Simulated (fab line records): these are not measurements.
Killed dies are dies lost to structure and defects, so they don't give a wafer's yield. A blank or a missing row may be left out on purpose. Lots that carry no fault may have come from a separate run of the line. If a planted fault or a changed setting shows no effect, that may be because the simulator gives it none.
2 desks, one fault / flow sky130 / what lay behind the numbers comes last; until then each desk has only its own

== METROLOGY DESK ==
Means of the sampled wafers that have a number, per lot and without regard to the tool the lot ran on: this is what the gauges read. If a lot's mean is further than 4 standard deviations from the usual mean, the lot is out of limits and carries the mark OUT (the distance appears in the brackets).
Columns: A = LOCAL_INTERCONNECT_OVL at SKY_LOCAL_INTERCONNECT_OVL_MEAS_12, usual -1 nm; B = METAL1_OVL at SKY_METAL1_OVL_MEAS_16, usual 2 nm
lot=L593; first seen here=day 30 05:06; A=1; B=6
lot=L594; first seen here=day 31 02:03; A=-3; B=0
lot=L595; first seen here=day 31 13:37; A=-1; B=-4
lot=L597; first seen here=day 31 23:24; A=3; B=4
lot=L598; first seen here=day 32 08:21; A=-6; B=2
lot=L600; first seen here=day 33 01:12; A=-4; B=4
lot=L604; first seen here=day 34 03:29; A=4; B=-1
lot=L603; first seen here=day 34 05:16; A=-6; B=2
lot=L605; first seen here=day 34 14:11; A=2; B=3
lot=L606; first seen here=day 34 18:51; A=-2; B=-2
lot=L607; first seen here=day 35 07:53; A=5; B=-4
lot=L608; first seen here=day 35 21:31; A=-3; B=4
lot=L610; first seen here=day 36 01:19; A=1; B=-1
lot=L613; first seen here=day 36 22:08; A=1; B=3
Result from this desk: across the 14 lots, nothing is out of limits.

== DESK OF THE TOOL OWNER: cmp-02 ==
The tool's own readings at SKY_CONTACT_CMP_27 (polishes, stops on SiO2, t overpolish 15 s, target thk 0 nm): means of the sampled wafers that have a number, for each lot that ran on this tool. If a lot's mean is further than 4 standard deviations from the usual mean, the lot is out of limits and carries the mark OUT (the distance appears in the brackets).
Columns: A = motor_current_A at SKY_CONTACT_CMP_27, usual 11.3 A; B = overpolish_run_s at SKY_CONTACT_CMP_27, usual 15.000 s; C = time_to_endpoint_s at SKY_CONTACT_CMP_27, usual 81 s
lot=L597; first seen here=day 33 04:39; A=11.4; B=15.003; C=83
lot=L600; first seen here=day 34 06:45; A=11.2; B=14.995; C=81
lot=L604; first seen here=day 35 07:59; A=10.7; B=15.002; C=79
lot=L603; first seen here=day 35 10:00; A=10.2; B=15.003; C=75
lot=L606; first seen here=day 36 00:23; A=10.7; B=15.002; C=79
lot=L608; first seen here=day 37 02:12; A=10.3; B=15.004; C=44 (-7.8) OUT
lot=L610; first seen here=day 37 05:13; A=11.5; B=14.993; C=47 (-7.0) OUT
This desk's finding: out of limits on L608, L610; first on L608, day 37 02:12 (time_to_endpoint_s at SKY_CONTACT_CMP_27). Within limits: L597, L600, L604, L603, L606.

== TAKEN TOGETHER ==
An alarm could have come from the tool owner's desk at day 37 02:12, on L608, L610.
Nothing out of limits was seen by the metrology desk.
The metrology desk holds a record of L608, L610, inside its limits.
Of the lots named, all ran SKY_CONTACT_CMP_27 on cmp-02.

== WHAT HAD BEEN PUT IN BY THE SIMULATOR ==
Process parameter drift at SKY_CONTACT_CMP_27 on cmp-02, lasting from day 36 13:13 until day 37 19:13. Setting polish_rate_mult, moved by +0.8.
Lots struck among those shown: L608, L610.
How many hours passed from the start of the fault until each desk's first out-of-limits reading: the tool owner's desk, 13.
